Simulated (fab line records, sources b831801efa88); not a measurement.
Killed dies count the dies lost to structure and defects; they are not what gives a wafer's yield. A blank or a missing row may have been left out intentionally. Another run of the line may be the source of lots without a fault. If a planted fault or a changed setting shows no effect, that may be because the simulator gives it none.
fab line records	flow gf180mcu
record lots=24	wafers=72	last_day=34
route steps=602 shown V1@353 M2@363 V4@490 M5@533
lots with no fault: from the same line, run without faults
start_h: start of the lot's first displayed wafer, in hours after the record's first day	wait_h: time in hours since the lot's previous step	" as in the row above	L1.1+2: a single row standing in for several wafers	- no value, or no start was given	* or withheld: withheld	< > ~ a bound
route shown NAME@n: NAME is a module with steps in the file, n the number in the route of the first one	usual: mean/standard deviation of fault-free wafers	same: alike in all rows	chamber/n: place in a boat	sites: readings site by site	_std_site: their standard deviation	_edge_site: mean of outer sites minus mean of inner sites	radius_mm: how far each site lies from the wafer's centre	mask NAME#n: copy n	behind: the last tool/chamber to shape the wafer	hold: why the lot was held/for how many hours/how that ended	device: the n, p or np transistor that did not switch	end of line: the route-end tests of the same wafers	a step with no rows: only its recipe	killed: not the wafer's yield, but the dies lost to structure and defects at the first sort	map: the dies of a wafer, with x for killed, . for not killed, _ for no die there
set.NAME: the setting the step ran with; set.NAME@STEP: the setting that earlier step ran with	model.NAME: the simulator's own value behind a step, which no gauge read
steps of the route over a sample of lots; a table a step, a row a wafer
services: from which hour (start_h, from the record's first day; less than 0 if before it) a tool's chamber was out of use, for how many hours, and why
## steps
# step GF_V1_STRIP_18
# recipe chemistry=O2/N2	power_w=1400	pressure_mtorr=1500	platen_temp_c=250	o2_flow_sccm=3000	n2_flow_sccm=300	overash_fraction=0.5
# usual drypump_motor_current_A=5.5/0.68	heater_power_w=349/53	oes_product_au=0.593/0.0051	platen_temp_c=249.98/0.17
lot.wafer	tool	chamber	start_h	wait_h	drypump_motor_current_A	heater_power_w	oes_product_au	platen_temp_c	rf_hours_counter_h
L074.3	plasma_asher-02	1	407.47	-	5.2	394	0.598	250.26	-
L074.4	"	0	"	"	6.2	274	0.595	249.92	-
L074.6	"	1	"	"	5.2	388	0.586	250.27	-
L075.3	plasma_asher-04	0	420.28	-	4.8	347	0.597	250.14	-
L075.4	"	1	"	"	6.5	353	0.603	250.03	-
L075.6	"	1	"	"	6.4	353	0.589	249.82	-
L076.1	plasma_asher-04	1	425.79	-	6.4	359	0.598	250.30	65
L076.5	"	1	"	"	6.4	344	0.592	250.35	-
L076.6	"	0	"	"	4.8	344	0.601	250.14	-
L077.1	plasma_asher-03	0	435.60	-	5.6	281	0.591	250.04	1
L077.3	"	1	"	"	4.9	450	0.593	249.96	-
L077.4	"	0	"	"	5.6	277	0.597	249.85	-
L078.1	plasma_asher-02	1	449.64	-	5.2	404	0.589	250.03	33
L078.5	"	1	"	"	5.2	392	0.592	249.75	-
L078.6	"	0	"	"	6.3	284	0.599	249.71	-
L079.3	plasma_asher-04	0	463.02	-	4.8	340	0.592	250.15	-
L079.4	"	1	"	"	6.5	352	0.589	250.00	-
L079.6	"	0	"	"	4.7	345	0.591	249.70	-
L080.1	plasma_asher-04	1	474.04	-	6.4	345	0.598	250.07	70
L080.4	"	1	"	"	6.4	356	0.586	250.12	-
L080.5	"	1	"	"	6.4	357	0.592	250.21	-
L081.3	plasma_asher-03	0	480.03	-	5.6	280	0.601	250.20	-
L081.4	"	1	"	"	4.9	449	0.593	249.74	-
L081.5	"	1	"	"	4.9	450	0.603	250.20	-
L082.1	plasma_asher-02	1	483.59	-	5.2	387	0.598	249.93	37
L082.2	"	0	"	"	6.2	274	0.597	250.27	37
L082.4	"	0	"	"	6.2	280	0.581	249.98	-
L083.2	plasma_asher-04	1	495.99	-	6.4	358	0.598	249.80	72
L083.3	"	0	"	"	4.7	333	0.587	250.01	-
L083.6	"	0	"	"	4.7	337	0.595	250.05	-
L084.2	plasma_asher-03	0	504.44	-	5.6	280	0.590	250.04	8
L084.4	"	0	"	"	5.6	279	0.581	249.96	-
L084.5	"	0	"	"	5.6	280	0.595	249.99	-
L085.1	plasma_asher-02	1	511.44	-	5.2	394	0.586	250.13	40
L085.3	"	1	"	"	5.2	387	0.597	249.84	-
L085.6	"	0	"	"	6.2	286	0.594	250.06	-
L086.1	plasma_asher-04	1	519.49	-	6.4	355	0.586	249.91	75
L086.3	"	1	"	"	6.4	363	0.587	250.12	-
L086.5	"	0	"	"	4.7	345	0.589	250.12	-
L087.1	plasma_asher-03	1	528.44	-	4.9	445	0.589	249.89	10
L087.2	"	0	"	"	5.5	278	0.590	249.54	10
L087.6	"	1	"	"	4.9	443	0.597	249.92	-
L088.1	plasma_asher-02	1	535.29	-	5.2	397	0.588	250.15	43
L088.2	"	0	"	"	6.2	274	0.593	250.06	43
L088.3	"	0	"	"	6.2	279	0.594	249.71	-
L089.3	plasma_asher-03	1	543.21	-	4.9	454	0.588	249.77	-
L089.4	"	0	"	"	5.6	270	0.592	250.15	-
L089.6	"	0	"	"	5.6	280	0.590	250.20	-
L090.1	plasma_asher-04	0	549.69	-	4.8	343	0.600	250.01	78
L090.2	"	1	"	"	6.4	363	0.594	250.23	78
L090.5	"	1	"	"	6.4	354	0.591	249.84	-
L091.2	plasma_asher-02	0	560.51	-	6.2	275	0.592	249.87	45
L091.3	"	0	"	"	6.2	276	0.583	250.11	-
L091.6	"	1	"	"	5.2	404	0.599	249.88	-
L092.1	plasma_asher-04	1	568.24	-	6.4	354	0.587	250.02	79
L092.5	"	1	"	"	6.4	356	0.592	249.95	-
L092.6	"	0	"	"	4.7	349	0.593	250.04	-
L093.1	plasma_asher-04	0	575.14	-	4.8	349	0.595	249.73	80
L093.4	"	0	"	"	4.8	359	0.590	249.85	-
L093.6	"	1	"	"	6.4	346	0.591	250.02	-
L094.1	plasma_asher-04	1	578.79	-	6.4	359	0.590	250.14	80
L094.2	"	0	"	"	4.8	337	0.586	249.73	80
L094.6	"	1	"	"	6.4	358	0.593	249.96	-
L095.1	plasma_asher-03	1	586.49	-	4.9	456	0.599	250.03	16
L095.2	"	0	"	"	5.6	284	0.581	249.68	16
L095.3	"	1	"	"	4.9	446	0.595	249.94	-
L096.2	plasma_asher-04	0	593.54	-	4.8	348	0.596	249.83	82
L096.3	"	0	"	"	4.7	341	0.596	249.97	-
L096.6	"	1	"	"	6.4	353	0.589	250.06	-
L097.1	plasma_asher-02	0	610.38	-	6.2	281	0.592	249.97	50
L097.3	"	0	"	"	6.2	278	0.592	250.29	-
L097.5	"	1	"	"	5.2	399	0.596	249.91	-
# step GF_M2_SPUTTER_01
# recipe material=TiN	target_thk_nm=30	power_w=6500	time_s=25	chamber_pressure_pa=0.4
# usual throttle_valve_pct=30.1/1.1
lot.wafer	tool	chamber	start_h	wait_h	throttle_valve_pct
L074.3	pvd_sputter-03	-	408.77	0.1	30.1
L074.4	"	-	"	"	29.2
L074.6	"	-	"	"	30.3
L075.3	pvd_sputter-01	-	421.57	0.1	31.7
L075.4	"	-	"	"	29.6
L075.6	"	-	"	"	29.6
L076.1	pvd_sputter-04	-	427.12	0.1	30.1
L076.5	"	-	"	"	28.8
L076.6	"	-	"	"	28.8
L077.1	pvd_sputter-01	-	436.92	0.1	31.6
L077.3	"	-	"	"	32.1
L077.4	"	-	"	"	29.4
L078.1	pvd_sputter-03	-	450.96	0.1	30.6
L078.5	"	-	"	"	30.6
L078.6	"	-	"	"	28.8
L079.3	pvd_sputter-01	-	464.35	0.1	31.7
L079.4	"	-	"	"	29.4
L079.6	"	-	"	"	29.6
L080.1	pvd_sputter-04	-	475.39	0.1	29.0
L080.4	"	-	"	"	30.1
L080.5	"	-	"	"	29.0
L081.3	pvd_sputter-04	-	481.33	0.1	29.1
L081.4	"	-	"	"	30.1
L081.5	"	-	"	"	30.1
L082.1	pvd_sputter-01	-	484.92	0.1	29.3
L082.2	"	-	"	"	31.4
L082.4	"	-	"	"	29.6
L083.2	pvd_sputter-04	-	497.31	0.1	29.2
L083.3	"	-	"	"	28.8
L083.6	"	-	"	"	28.9
L084.2	pvd_sputter-01	-	505.76	0.1	29.3
L084.4	"	-	"	"	31.4
L084.5	"	-	"	"	29.5
L085.1	pvd_sputter-01	-	512.76	0.1	29.4
L085.3	"	-	"	"	31.3
L085.6	"	-	"	"	29.3
L086.1	pvd_sputter-01	-	520.81	0.1	29.4
L086.3	"	-	"	"	29.5
L086.5	"	-	"	"	32.1
L087.1	pvd_sputter-03	-	529.76	0.1	29.6
L087.2	"	-	"	"	30.8
L087.6	"	-	"	"	29.4
L088.1	pvd_sputter-04	-	536.65	0.1	28.9
L088.2	"	-	"	"	29.3
L088.3	"	-	"	"	30.5
L089.3	pvd_sputter-03	-	544.50	0.1	28.7
L089.4	"	-	"	"	30.7
L089.6	"	-	"	"	28.9
L090.1	pvd_sputter-01	-	551.01	0.1	32.1
L090.2	"	-	"	"	29.2
L090.5	"	-	"	"	31.7
L091.2	pvd_sputter-03	-	561.83	0.1	30.5
L091.3	"	-	"	"	29.3
L091.6	"	-	"	"	28.7
L092.1	pvd_sputter-01	-	569.56	0.1	29.6
L092.5	"	-	"	"	32.2
L092.6	"	-	"	"	31.5
L093.1	pvd_sputter-03	-	576.46	0.1	30.6
L093.4	"	-	"	"	29.5
L093.6	"	-	"	"	29.2
L094.1	pvd_sputter-01	-	580.11	0.1	32.2
L094.2	"	-	"	"	29.3
L094.6	"	-	"	"	29.8
L095.1	pvd_sputter-01	-	587.81	0.1	32.2
L095.2	"	-	"	"	31.4
L095.3	"	-	"	"	29.4
L096.2	pvd_sputter-04	-	594.87	0.1	28.8
L096.3	"	-	"	"	28.7
L096.6	"	-	"	"	29.2
L097.1	pvd_sputter-03	-	611.87	0.1	30.2
L097.3	"	-	"	"	28.6
L097.5	"	-	"	"	30.3
# step GF_M2_SPUTTER_02
# recipe material=AlCu	target_thk_nm=450	power_w=10600	time_s=23.9	chamber_pressure_pa=0.4
# usual throttle_valve_pct=30.0/1.1
lot.wafer	tool	chamber	start_h	wait_h	throttle_valve_pct
L074.3	pvd_sputter-03	-	408.80	0.0	30.5
L074.4	"	-	"	"	29.4
L074.6	"	-	"	"	30.3
L075.3	pvd_sputter-01	-	421.60	0.0	31.7
L075.4	"	-	"	"	29.6
L075.6	"	-	"	"	29.5
L076.1	pvd_sputter-04	-	427.15	0.0	30.4
L076.5	"	-	"	"	28.8
L076.6	"	-	"	"	28.8
L077.1	pvd_sputter-01	-	436.95	0.0	31.0
L077.3	"	-	"	"	32.1
L077.4	"	-	"	"	29.4
L078.1	pvd_sputter-03	-	450.99	0.0	30.5
L078.5	"	-	"	"	30.7
L078.6	"	-	"	"	28.8
L079.3	pvd_sputter-01	-	464.38	0.0	31.4
L079.4	"	-	"	"	29.3
L079.6	"	-	"	"	29.4
L080.1	pvd_sputter-04	-	475.42	0.0	29.0
L080.4	"	-	"	"	30.4
L080.5	"	-	"	"	28.8
L081.3	pvd_sputter-04	-	481.36	0.0	28.6
L081.4	"	-	"	"	30.0
L081.5	"	-	"	"	30.1
L082.1	pvd_sputter-01	-	484.95	0.0	29.7
L082.2	"	-	"	"	31.3
L082.4	"	-	"	"	29.4
L083.2	pvd_sputter-04	-	497.34	0.0	29.1
L083.3	"	-	"	"	29.0
L083.6	"	-	"	"	29.1
L084.2	pvd_sputter-01	-	505.79	0.0	29.1
L084.4	"	-	"	"	31.3
L084.5	"	-	"	"	29.5
L085.1	pvd_sputter-01	-	512.79	0.0	29.2
L085.3	"	-	"	"	31.5
L085.6	"	-	"	"	29.5
L086.1	pvd_sputter-01	-	520.84	0.0	29.3
L086.3	"	-	"	"	29.4
L086.5	"	-	"	"	32.3
L087.1	pvd_sputter-03	-	529.79	0.0	29.4
L087.2	"	-	"	"	30.4
L087.6	"	-	"	"	29.4
L088.1	pvd_sputter-04	-	536.68	0.0	28.8
L088.2	"	-	"	"	29.3
L088.3	"	-	"	"	30.0
L089.3	pvd_sputter-03	-	544.53	0.0	28.7
L089.4	"	-	"	"	30.7
L089.6	"	-	"	"	28.8
L090.1	pvd_sputter-01	-	551.04	0.0	32.3
L090.2	"	-	"	"	29.2
L090.5	"	-	"	"	31.2
L091.2	pvd_sputter-03	-	561.86	0.0	30.7
L091.3	"	-	"	"	29.3
L091.6	"	-	"	"	28.9
L092.1	pvd_sputter-01	-	569.59	0.0	29.5
L092.5	"	-	"	"	32.1
L092.6	"	-	"	"	31.4
L093.1	pvd_sputter-03	-	576.49	0.0	30.6
L093.4	"	-	"	"	29.3
L093.6	"	-	"	"	29.5
L094.1	pvd_sputter-01	-	580.14	0.0	32.4
L094.2	"	-	"	"	29.0
L094.6	"	-	"	"	29.4
L095.1	pvd_sputter-01	-	587.84	0.0	32.0
L095.2	"	-	"	"	31.1
L095.3	"	-	"	"	29.3
L096.2	pvd_sputter-04	-	594.90	0.0	29.0
L096.3	"	-	"	"	28.7
L096.6	"	-	"	"	29.3
L097.1	pvd_sputter-03	-	611.90	0.0	30.2
L097.3	"	-	"	"	28.7
L097.5	"	-	"	"	30.3
# step GF_M2_SPUTTER_04
# recipe material=TiN	target_thk_nm=50	power_w=6500	time_s=43.34	chamber_pressure_pa=0.4
# usual throttle_valve_pct=30.1/1.1
lot.wafer	tool	chamber	start_h	wait_h	throttle_valve_pct
L074.3	pvd_sputter-03	-	408.85	0.0	30.6
L074.4	"	-	"	"	29.4
L074.6	"	-	"	"	30.4
L075.3	pvd_sputter-01	-	421.65	0.0	31.5
L075.4	"	-	"	"	29.3
L075.6	"	-	"	"	29.2
L076.1	pvd_sputter-04	-	427.20	0.0	30.2
L076.5	"	-	"	"	29.1
L076.6	"	-	"	"	28.8
L077.1	pvd_sputter-01	-	437.00	0.0	31.6
L077.3	"	-	"	"	31.8
L077.4	"	-	"	"	29.1
L078.1	pvd_sputter-03	-	451.04	0.0	30.4
L078.5	"	-	"	"	30.4
L078.6	"	-	"	"	29.2
L079.3	pvd_sputter-01	-	464.43	0.0	31.0
L079.4	"	-	"	"	29.4
L079.6	"	-	"	"	29.8
L080.1	pvd_sputter-04	-	475.47	0.0	29.3
L080.4	"	-	"	"	30.2
L080.5	"	-	"	"	28.9
L081.3	pvd_sputter-04	-	481.41	0.0	29.1
L081.4	"	-	"	"	30.0
L081.5	"	-	"	"	29.8
L082.1	pvd_sputter-01	-	485.00	0.0	29.5
L082.2	"	-	"	"	31.2
L082.4	"	-	"	"	29.4
L083.2	pvd_sputter-04	-	497.40	0.0	29.3
L083.3	"	-	"	"	29.0
L083.6	"	-	"	"	28.7
L084.2	pvd_sputter-01	-	505.84	0.0	29.2
L084.4	"	-	"	"	31.4
L084.5	"	-	"	"	29.5
L085.1	pvd_sputter-01	-	512.84	0.0	29.5
L085.3	"	-	"	"	31.3
L085.6	"	-	"	"	29.2
L086.1	pvd_sputter-01	-	520.89	0.0	29.5
L086.3	"	-	"	"	29.3
L086.5	"	-	"	"	32.1
L087.1	pvd_sputter-03	-	529.84	0.0	29.4
L087.2	"	-	"	"	30.1
L087.6	"	-	"	"	29.2
L088.1	pvd_sputter-04	-	536.73	0.0	28.9
L088.2	"	-	"	"	29.1
L088.3	"	-	"	"	30.3
L089.3	pvd_sputter-03	-	544.58	0.0	28.7
L089.4	"	-	"	"	30.5
L089.6	"	-	"	"	28.8
L090.1	pvd_sputter-01	-	551.09	0.0	32.1
L090.2	"	-	"	"	29.4
L090.5	"	-	"	"	31.4
L091.2	pvd_sputter-03	-	561.91	0.0	30.4
L091.3	"	-	"	"	29.6
L091.6	"	-	"	"	28.6
L092.1	pvd_sputter-01	-	569.64	0.0	29.5
L092.5	"	-	"	"	32.3
L092.6	"	-	"	"	31.6
L093.1	pvd_sputter-03	-	576.54	0.0	30.7
L093.4	"	-	"	"	29.7
L093.6	"	-	"	"	29.5
L094.1	pvd_sputter-01	-	580.19	0.0	32.1
L094.2	"	-	"	"	29.7
L094.6	"	-	"	"	29.1
L095.1	pvd_sputter-01	-	587.89	0.0	32.1
L095.2	"	-	"	"	31.3
L095.3	"	-	"	"	29.5
L096.2	pvd_sputter-04	-	594.95	0.0	29.1
L096.3	"	-	"	"	29.0
L096.6	"	-	"	"	29.2
L097.1	pvd_sputter-03	-	611.95	0.0	30.3
L097.3	"	-	"	"	28.7
L097.5	"	-	"	"	30.2
# step GF_V4_CD_MEAS_14
# recipe target_cd_nm=260
# usual cd_nm=260.2/0.93
lot.wafer	tool	chamber	start_h	wait_h	cd_nm
L074.3	cd_sem-01	-	555.29	0.1	260.0
L074.4	"	-	"	"	260.0
L074.6	"	-	"	"	260.3
L075.3	cd_sem-02	-	570.24	0.1	258.5
L075.4	"	-	"	"	259.2
L075.6	"	-	"	"	259.0
L076.1	cd_sem-01	-	574.50	0.1	262.1
L076.5	"	-	"	"	262.1
L076.6	"	-	"	"	262.1
L077.1	cd_sem-02	-	582.10	0.1	260.6
L077.3	"	-	"	"	260.0
L077.4	"	-	"	"	261.2
L078.1	cd_sem-01	-	594.25	0.1	261.3
L078.5	"	-	"	"	260.3
L078.6	"	-	"	"	261.0
L079.3	cd_sem-01	-	607.34	0.1	258.8
L079.4	"	-	"	"	259.2
L079.6	"	-	"	"	259.4
L080.1	cd_sem-02	-	618.80	0.1	260.2
L080.4	"	-	"	"	260.1
L080.5	"	-	"	"	260.5
L081.3	cd_sem-02	-	621.38	0.1	260.2
L081.4	"	-	"	"	260.3
L081.5	"	-	"	"	259.3
L082.1	cd_sem-02	-	622.83	0.2	261.4
L082.2	"	-	"	"	261.2
L082.4	"	-	"	"	260.8
L083.2	cd_sem-01	-	635.47	0.1	259.2
L083.3	"	-	"	"	260.6
L083.6	"	-	"	"	260.7
L084.2	cd_sem-01	-	643.01	0.1	259.2
L084.4	"	-	"	"	259.0
L084.5	"	-	"	"	258.9
L085.1	cd_sem-01	-	649.67	0.2	260.9
L085.3	"	-	"	"	261.7
L085.6	"	-	"	"	260.4
L086.1	cd_sem-02	-	655.15	0.1	260.7
L086.3	"	-	"	"	261.3
L086.5	"	-	"	"	259.6
L087.1	cd_sem-02	-	664.32	0.1	260.2
L087.2	"	-	"	"	258.7
L087.6	"	-	"	"	260.3
L088.1	cd_sem-01	-	668.70	0.1	260.1
L088.2	"	-	"	"	260.0
L088.3	"	-	"	"	259.7
L089.3	cd_sem-01	-	675.68	0.1	260.5
L089.4	"	-	"	"	261.5
L089.6	"	-	"	"	260.7
L090.1	cd_sem-02	-	682.20	0.1	260.7
L090.2	"	-	"	"	259.6
L090.5	"	-	"	"	260.8
L091.2	cd_sem-01	-	689.37	0.1	260.4
L091.3	"	-	"	"	260.0
L091.6	"	-	"	"	259.7
L092.1	cd_sem-02	-	697.39	0.1	259.3
L092.5	"	-	"	"	260.2
L092.6	"	-	"	"	259.4
L093.1	cd_sem-02	-	704.70	0.1	260.0
L093.4	"	-	"	"	259.1
L093.6	"	-	"	"	259.1
L094.1	cd_sem-01	-	705.95	0.1	259.2
L094.2	"	-	"	"	260.8
L094.6	"	-	"	"	259.3
L095.1	cd_sem-02	-	712.29	0.1	259.8
L095.2	"	-	"	"	260.1
L095.3	"	-	"	"	259.2
L096.2	cd_sem-02	-	720.81	0.1	260.0
L096.3	"	-	"	"	260.9
L096.6	"	-	"	"	262.8
L097.1	cd_sem-02	-	734.49	0.1	261.2
L097.3	"	-	"	"	261.2
L097.5	"	-	"	"	262.7
# step GF_M5_CD_MEAS_07
# recipe target_cd_nm=280
# usual cd_nm=280.2/1.1
lot.wafer	tool	chamber	start_h	wait_h	cd_nm
L074.3	cd_sem-02	-	600.35	0.1	278.7
L074.4	"	-	"	"	280.2
L074.6	"	-	"	"	280.3
L075.3	cd_sem-02	-	618.14	0.1	281.0
L075.4	"	-	"	"	281.7
L075.6	"	-	"	"	281.7
L076.1	cd_sem-02	-	618.61	0.1	280.8
L076.5	"	-	"	"	279.7
L076.6	"	-	"	"	279.1
L077.1	cd_sem-01	-	625.45	0.1	281.0
L077.3	"	-	"	"	280.2
L077.4	"	-	"	"	280.8
L078.1	cd_sem-01	-	637.75	0.1	279.5
L078.5	"	-	"	"	278.9
L078.6	"	-	"	"	279.6
L079.3	cd_sem-01	-	649.59	0.1	281.0
L079.4	"	-	"	"	280.3
L079.6	"	-	"	"	278.8
L080.1	cd_sem-01	-	661.16	0.1	282.8
L080.4	"	-	"	"	281.0
L080.5	"	-	"	"	281.5
L081.3	cd_sem-01	-	664.85	0.1	278.3
L081.4	"	-	"	"	278.5
L081.5	"	-	"	"	277.3
L082.1	cd_sem-02	-	665.16	0.1	280.5
L082.2	"	-	"	"	280.5
L082.4	"	-	"	"	279.3
L083.2	cd_sem-01	-	676.87	0.1	278.7
L083.3	"	-	"	"	278.3
L083.6	"	-	"	"	279.2
L084.2	cd_sem-02	-	683.27	0.1	278.7
L084.4	"	-	"	"	279.5
L084.5	"	-	"	"	279.9
L085.1	cd_sem-01	-	690.36	0.1	282.2
L085.3	"	-	"	"	280.6
L085.6	"	-	"	"	280.4
L086.1	cd_sem-01	-	695.50	0.1	280.3
L086.3	"	-	"	"	280.9
L086.5	"	-	"	"	279.7
L087.1	cd_sem-01	-	703.71	0.1	278.9
L087.2	"	-	"	"	279.9
L087.6	"	-	"	"	278.9
L088.1	cd_sem-02	-	707.45	0.1	280.3
L088.2	"	-	"	"	281.7
L088.3	"	-	"	"	279.9
L089.3	cd_sem-01	-	714.64	0.1	281.1
L089.4	"	-	"	"	281.8
L089.6	"	-	"	"	281.3
L090.1	cd_sem-02	-	721.31	0.1	278.9
L090.2	"	-	"	"	278.4
L090.5	"	-	"	"	278.2
L091.2	cd_sem-02	-	728.58	0.1	281.4
L091.3	"	-	"	"	280.6
L091.6	"	-	"	"	281.0
L092.1	cd_sem-01	-	734.85	0.1	280.3
L092.5	"	-	"	"	280.7
L092.6	"	-	"	"	281.3
L093.1	cd_sem-02	-	741.75	0.1	281.8
L093.4	"	-	"	"	281.0
L093.6	"	-	"	"	280.6
L094.1	cd_sem-02	-	743.15	0.1	281.6
L094.2	"	-	"	"	281.4
L094.6	"	-	"	"	282.3
L095.1	cd_sem-01	-	749.85	0.1	279.9
L095.2	"	-	"	"	278.0
L095.3	"	-	"	"	279.5
L096.2	cd_sem-01	-	756.13	0.1	279.6
L096.3	"	-	"	"	279.7
L096.6	"	-	"	"	280.2
L097.1	cd_sem-01	-	770.10	0.1	279.7
L097.3	"	-	"	"	280.0
L097.5	"	-	"	"	280.2
## services
tool	chamber	start_h	hours	kind
pvd_sputter-01	-	397.23	3.1	repair
pvd_sputter-01	-	409.27	2.7	repair
plasma_asher-03	-	421.25	9.0	pm
plasma_asher-03	0	421.25	9.0	vent_cycle
plasma_asher-03	1	421.25	9.0	vent_cycle
pvd_sputter-04	-	425.27	1.0	repair
plasma_asher-02	-	429.73	7.6	repair
plasma_asher-03	0	430.25	-	clean
plasma_asher-03	1	430.25	-	clean
pvd_sputter-04	0	462.58	-	consumable_replace:kit
pvd_sputter-04	0	462.58	18.0	scheduled_down
pvd_sputter-04	0	462.58	18.0	vent_cycle
pvd_sputter-03	-	494.08	28.4	repair
pvd_sputter-04	-	513.52	12.6	repair
plasma_asher-04	-	526.06	3.6	repair
plasma_asher-02	-	542.58	3.9	repair
pvd_sputter-03	1	544.62	-	consumable_replace:kit
pvd_sputter-03	1	544.62	18.0	scheduled_down
pvd_sputter-03	1	544.62	18.0	vent_cycle
pvd_sputter-01	2	581.52	-	consumable_replace:kit
pvd_sputter-01	2	581.52	18.0	scheduled_down
pvd_sputter-01	2	581.52	18.0	vent_cycle
plasma_asher-03	-	593.09	0.4	repair
## key
fault none
